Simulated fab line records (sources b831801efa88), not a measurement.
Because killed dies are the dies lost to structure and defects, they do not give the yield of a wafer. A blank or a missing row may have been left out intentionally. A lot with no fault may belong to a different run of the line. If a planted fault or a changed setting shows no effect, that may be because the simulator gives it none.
fab line records	flow sfqLine
record lots=14	wafers=42	lastDay=83
route steps=325 shown I1@73 M2@98 M6@253 I7@298
lots with no fault: from the same line, run without faults
startH: hours from the record's opening day to when the first of the lot's shown wafers began	waitH: hours elapsed since this lot's preceding step	" the same as in the row above	L1.1+2: a single row standing in for several wafers	- value missing, or start not given	* or withheld: withheld	< > ~ a bound
route shown NAME@n: NAME is a module with steps in the file, n the number in the route of the first one	usual: the fault-free wafers' mean and standard deviation	same: alike in all rows	chamber/n: place in a boat	sites: readings site by site	_std_site: the values' standard deviation	_edge_site: the outer-site mean with the inner-site mean subtracted	radiusMm: for every site, how far away it sits from the centre of the wafer	mask NAME#n: copy n	behind: the last tool/chamber to shape the wafer	hold: why the lot went on hold/how many hours it stayed there/how the hold came to an end	device: transistor that didn't switch, given as n, p or np	end of line: tests of these same wafers at the route's end	step lacking rows: just its recipe	killed: not the wafer's yield, but the dies lost to structure and defects at the first sort	map: per-die view of a wafer (x killed, . not killed, _ where there is no die)
set.NAME: the run value of the setting; set.NAME@STEP: its run value at that earlier step	model.NAME: the simulator's own value behind a step, which no gauge read
a sample of lots followed through the steps of the route, with each step as a table and each wafer as a row
services: a tool's chamber out of use, with start hour (startH, from the record's first day; less than 0 if before it), hours out, and reason
## steps
# step SFQ_TRILAYER_I1_DEP_PECVD_045
# recipe material=SiO2	tempC=150	timeS=111.11	pressureTorr=2.4	rfW=183.3	precursor=SiH4/N2O	targetThkNm=500
# usual heaterPowerW=82/13	rfFwdPowerW=182.1/0.63	throttleValvePct=24.4/1.3
lot.wafer	tool	chamber	startH	waitH	heaterPowerW	rfFwdPowerW	throttleValvePct
L919.2	pecvd-02	0	389.20	0.0	92	182.1	24.3
L919.4	"	1	"	"	78	183.6	22.5
L919.5	"	2	"	"	89	182.3	22.1
L920.3	pecvd-01	1	399.99	0.0	89	182.4	26.5
L920.4	"	0	"	"	77	182.3	25.6
L920.6	"	1	"	"	91	182.5	26.3
L921.3	pecvd-04	1	409.59	0.0	118	182.0	24.6
L921.4	"	0	"	"	74	181.9	24.8
L921.5	"	2	"	"	58	181.1	23.6
L922.1	pecvd-01	0	415.59	0.0	73	181.5	25.7
L922.3	"	2	"	"	82	183.0	25.5
L922.4	"	1	"	"	95	182.9	26.5
L927.1	pecvd-04	0	486.59	0.0	83	181.4	25.4
L927.2	"	2	"	"	67	181.7	23.9
L927.4	"	0	"	"	85	181.9	25.0
L929.3	pecvd-02	1	527.02	0.0	84	182.7	22.8
L929.4	"	1	"	"	69	183.0	22.8
L929.5	"	2	"	"	90	180.6	22.4
L930.2	pecvd-02	0	536.62	0.0	85	181.8	24.8
L930.3	"	2	"	"	82	182.0	22.5
L930.5	"	0	"	"	88	182.2	24.4
L931.2	pecvd-04	2	542.71	0.0	71	181.6	23.8
L931.3	"	1	"	"	104	183.1	25.1
L931.5	"	2	"	"	70	181.4	23.8
L932.1	pecvd-04	0	547.42	0.0	82	182.0	25.5
L932.3	"	2	"	"	72	182.3	24.2
L932.4	"	2	"	"	58	180.8	24.2
L938.2	pecvd-01	2	601.22	0.0	78	182.2	24.1
L938.3	"	0	"	"	83	181.4	22.7
L938.4	"	2	"	"	82	181.9	23.7
L939.3	pecvd-04	0	607.22	0.0	78	151.4	25.4
L939.4	"	0	"	"	82	153.1	25.8
L939.5	"	1	"	"	130	152.2	24.9
L940.2	pecvd-02	2	615.79	0.0	86	182.1	22.6
L940.4	"	2	"	"	89	182.7	22.6
L940.5	"	0	"	"	86	181.4	25.0
L941.1	pecvd-04	2	627.97	0.0	80	151.9	24.4
L941.5	"	0	"	"	89	152.9	26.0
L941.6	"	2	"	"	81	152.6	24.2
L942.1	pecvd-01	2	636.19	0.0	85	181.7	23.8
L942.3	"	1	"	"	89	182.8	23.4
L942.5	"	1	"	"	75	182.7	23.8
# step SFQ_TRILAYER_I1_CMP_CMP_046
# recipe material=SiO2	downForcePsi=3	platenRpm=60	padVelocityMS=0.94248
# usual motorCurrentA=9.3/0.7	timeToEndpointS=216/7
lot.wafer	tool	chamber	startH	waitH	motorCurrentA	timeToEndpointS
L919.4	cmp-02	2	394.42	5.1	8.7	216
L919.2	"	0	395.42	6.2	8.9	216
L919.5	"	2	396.42	7.1	8.8	222
L920.4	cmp-01	0	401.18	1.1	8.8	221
L920.3	"	2	402.18	2.2	9.7	216
L920.6	"	0	403.18	3.1	9.0	216
L921.3	cmp-01	1	411.18	1.6	9.6	224
L921.4	"	0	412.68	3.0	8.4	229
L921.5	"	2	413.68	4.0	10.8	230
L922.4	cmp-02	0	416.53	0.9	9.0	215
L922.1	"	1	"	"	9.9	215
L922.3	"	2	"	"	8.5	207
L927.2	cmp-01	2	492.19	5.6	9.8	214
L927.1	"	3	"	"	10.7	213
L927.4	"	0	"	"	9.1	221
L929.4	cmp-02	2	535.00	7.9	8.8	220
L929.3	"	3	"	"	9.1	219
L929.5	"	1	536.50	9.4	9.6	217
L930.3	cmp-02	1	546.50	9.8	9.3	209
L930.2	"	3	547.50	10.8	8.5	223
L930.5	"	0	"	"	8.7	221
L931.2	cmp-01	3	552.42	9.7	10.8	212
L931.3	"	1	553.42	10.7	9.8	218
L931.5	"	2	"	"	9.3	224
L932.4	cmp-01	3	557.92	10.4	10.6	225
L932.1	"	0	"	"	8.9	224
L932.3	"	2	559.42	12.0	10.2	226
L938.4	cmp-02	2	616.00	14.7	8.9	202
L938.3	"	3	"	"	8.7	193
L938.2	"	0	"	"	9.0	199
L939.3	cmp-01	0	622.90	15.6	9.3	200
L939.4	"	1	"	"	10.0	203
L939.5	"	1	625.40	18.1	9.7	197
L940.4	cmp-02	1	632.00	16.1	9.3	216
L940.2	"	2	"	"	8.9	208
L940.5	"	0	633.50	17.6	9.0	226
L941.1	cmp-02	0	644.00	16.0	8.9	190
L941.5	"	2	645.00	17.0	9.1	196
L941.6	"	3	"	"	8.5	196
L942.3	cmp-02	0	652.00	15.8	8.6	218
L942.1	"	1	"	"	9.6	214
L942.5	"	0	654.00	17.7	8.8	221
# step SFQ_M2_OVL_MEAS_916
# usual M2_OVL=4/5.2
lot.wafer	tool	chamber	startH	waitH	M2_OVL[nm]
L919.2	overlay-01	-	453.32	0.1	1
L919.4	"	-	"	"	2
L919.5	"	-	"	"	1
L920.3	overlay-01	-	464.12	0.1	-1
L920.4	"	-	"	"	0
L920.6	"	-	"	"	2
L921.3	overlay-02	-	470.87	0.1	3
L921.4	"	-	"	"	0
L921.5	"	-	"	"	0
L922.1	overlay-01	-	484.02	0.1	2
L922.3	"	-	"	"	7
L922.4	"	-	"	"	8
L927.1	overlay-02	-	528.22	0.1	2
L927.2	"	-	"	"	0
L927.4	"	-	"	"	1
L929.3	overlay-01	-	553.43	0.1	7
L929.4	"	-	"	"	7
L929.5	"	-	"	"	5
L930.2	overlay-01	-	565.42	0.1	9
L930.3	"	-	"	"	5
L930.5	"	-	"	"	6
L931.2	overlay-01	-	567.82	0.1	-2
L931.3	"	-	"	"	2
L931.5	"	-	"	"	4
L932.1	overlay-01	-	572.62	0.1	3
L932.3	"	-	"	"	2
L932.4	"	-	"	"	5
L938.2	overlay-01	-	626.09	0.1	-3
L938.3	"	-	"	"	-3
L938.4	"	-	"	"	3
L939.3	overlay-01	-	635.61	0.1	-7
L939.4	"	-	"	"	-11
L939.5	"	-	"	"	0
L940.2	overlay-02	-	645.80	0.1	3
L940.4	"	-	"	"	9
L940.5	"	-	"	"	2
L941.1	overlay-01	-	793.73	0.1	2
L941.5	"	-	"	"	7
L941.6	"	-	"	"	5
L942.1	overlay-01	-	803.22	0.1	15
L942.3	"	-	"	"	10
L942.5	"	-	"	"	11
# step SFQ_M6_RS_MEAS_938
# recipe thkMeasGauge=four-point-probe	reads=Nb_of_TRILAYER_M6_DEP_SPUTTER_157
# usual M6_NB_RS=0.885/0.0082
lot.wafer	tool	chamber	startH	waitH	M6_NB_RS[ohm/sq]
L919.2	filmMetro-03	-	1477.73	0.1	0.879
L919.4	"	-	"	"	0.884
L919.5	"	-	"	"	0.892
L920.3	filmMetro-04	-	1483.67	0.1	0.879
L920.4	"	-	"	"	0.874
L920.6	"	-	"	"	0.885
L921.3	filmMetro-04	-	1486.07	0.1	0.871
L921.4	"	-	"	"	0.880
L921.5	"	-	"	"	0.889
L922.1	filmMetro-04	-	1492.03	0.0	0.893
L922.3	"	-	"	"	0.886
L922.4	"	-	"	"	0.890
L927.1	filmMetro-04	-	1551.79	0.0	0.875
L927.2	"	-	"	"	0.874
L927.4	"	-	"	"	0.883
L929.3	filmMetro-03	-	1578.26	0.1	0.884
L929.4	"	-	"	"	0.878
L929.5	"	-	"	"	0.867
L930.2	filmMetro-03	-	1679.17	0.1	0.880
L930.3	"	-	"	"	0.885
L930.5	"	-	"	"	0.891
L931.2	filmMetro-03	-	1692.37	0.1	0.876
L931.3	"	-	"	"	0.882
L931.5	"	-	"	"	0.888
L932.1	filmMetro-04	-	1698.35	0.0	0.892
L932.3	"	-	"	"	0.890
L932.4	"	-	"	"	0.895
L938.2	filmMetro-03	-	1717.33	0.1	0.879
L938.3	"	-	"	"	0.875
L938.4	"	-	"	"	0.881
L939.3	filmMetro-03	-	1719.75	0.1	0.898
L939.4	"	-	"	"	0.899
L939.5	"	-	"	"	0.894
L940.2	filmMetro-04	-	1723.33	0.1	0.886
L940.4	"	-	"	"	0.885
L940.5	"	-	"	"	0.881
L941.1	filmMetro-03	-	1724.51	0.0	0.883
L941.5	"	-	"	"	0.881
L941.6	"	-	"	"	0.888
L942.1	filmMetro-01	-	1725.71	0.0	0.901
L942.3	"	-	"	"	0.898
L942.5	"	-	"	"	0.891
# step SFQ_I7_BOW_MEAS_946
# recipe mode=bow
# usual I7_BOW=7/9.6
lot.wafer	tool	chamber	startH	waitH	I7_BOW[um]
L919.2	filmMetro-02	-	1613.06	2.0	20
L919.4	"	-	"	"	8
L919.5	"	-	"	"	11
L920.3	filmMetro-02	-	1622.47	2.5	15
L920.4	"	-	"	"	19
L920.6	"	-	"	"	16
L921.3	filmMetro-02	-	1625.47	1.5	5
L921.4	"	-	"	"	10
L921.5	"	-	"	"	-6
L922.1	filmMetro-04	-	1634.43	1.5	3
L922.3	"	-	"	"	25
L922.4	"	-	"	"	29
L927.1	filmMetro-04	-	1682.60	1.5	5
L927.2	"	-	"	"	-8
L927.4	"	-	"	"	5
L929.3	filmMetro-01	-	1702.04	2.0	-1
L929.4	"	-	"	"	10
L929.5	"	-	"	"	8
L930.2	filmMetro-01	-	1856.16	1.0	24
L930.3	"	-	"	"	10
L930.5	"	-	"	"	16
L931.2	filmMetro-02	-	1869.50	1.0	5
L931.3	"	-	"	"	2
L931.5	"	-	"	"	-7
L932.1	filmMetro-04	-	1873.08	1.0	30
L932.3	"	-	"	"	37
L932.4	"	-	"	"	20
L938.2	filmMetro-04	-	1903.34	2.5	3
L938.3	"	-	"	"	-3
L938.4	"	-	"	"	0
L939.3	filmMetro-01	-	1905.72	2.5	-2
L939.4	"	-	"	"	-2
L939.5	"	-	"	"	-2
L940.2	filmMetro-04	-	1908.70	1.0	-2
L940.4	"	-	"	"	8
L940.5	"	-	"	"	3
L941.1	filmMetro-01	-	1909.32	1.5	17
L941.5	"	-	"	"	2
L941.6	"	-	"	"	-1
L942.1	filmMetro-04	-	1911.68	2.0	0
L942.3	"	-	"	"	0
L942.5	"	-	"	"	13
## services
tool	chamber	startH	hours	kind
cmp-02	-	369.64	3.8	pm
pecvd-01	1	372.61	10.1	repair
cmp-01	-	378.18	1.7	repair
cmp-01	-	407.18	4.0	pm
cmp-01	-	411.18	-	consumableReplace:conditioner
cmp-01	-	411.18	-	consumableReplace:pad
cmp-01	-	471.37	0.4	repair
cmp-02	-	477.38	1.0	repair
pecvd-04	1	482.45	10.7	repair
pecvd-02	-	485.83	2.6	repair
cmp-02	-	513.33	14.7	pm
pecvd-01	2	516.08	10.4	repair
pecvd-04	1	523.58	7.0	repair
pecvd-01	-	563.75	14.0	pm
pecvd-01	0	563.75	14.0	ventCycle
pecvd-01	1	563.75	14.0	ventCycle
pecvd-01	2	563.75	14.0	ventCycle
cmp-01	-	563.92	5.0	pm
pecvd-01	0	577.75	-	clean
pecvd-01	1	577.75	-	clean
cmp-02	-	579.00	4.0	pm
cmp-02	-	583.00	-	consumableReplace:conditioner
cmp-02	-	583.00	-	consumableReplace:pad
pecvd-01	-	615.98	0.7	repair
## key
firstSign step=SFQ_TRILAYER_I1_DEP_PECVD_045	reading=rfFwdPowerW	direction=down	sigmas=47	usual=182.1	struck=152.3
effect step=SFQ_TRILAYER_I1_CMP_CMP_046	reading=timeToEndpointS	direction=down	sigmas=2.7	usual=*	struck=*
metAt SFQ_TRILAYER_I1_DEP_PECVD_045
struckLots L939,L941
notActingAt SFQ_M2_OVL_MEAS_916,SFQ_M6_RS_MEAS_938,SFQ_I7_BOW_MEAS_946
onsetBetween 547.42 607.22
fault kind=processParameterDrift	tool=pecvd-04	chamber=-	onsetH=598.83	steps=SFQ_TRILAYER_I1_DEP_PECVD_045	channel=rfW	offset=-29.328	shape=step	endH=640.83	actsIn=theseRecipesOnly	stated=183.3
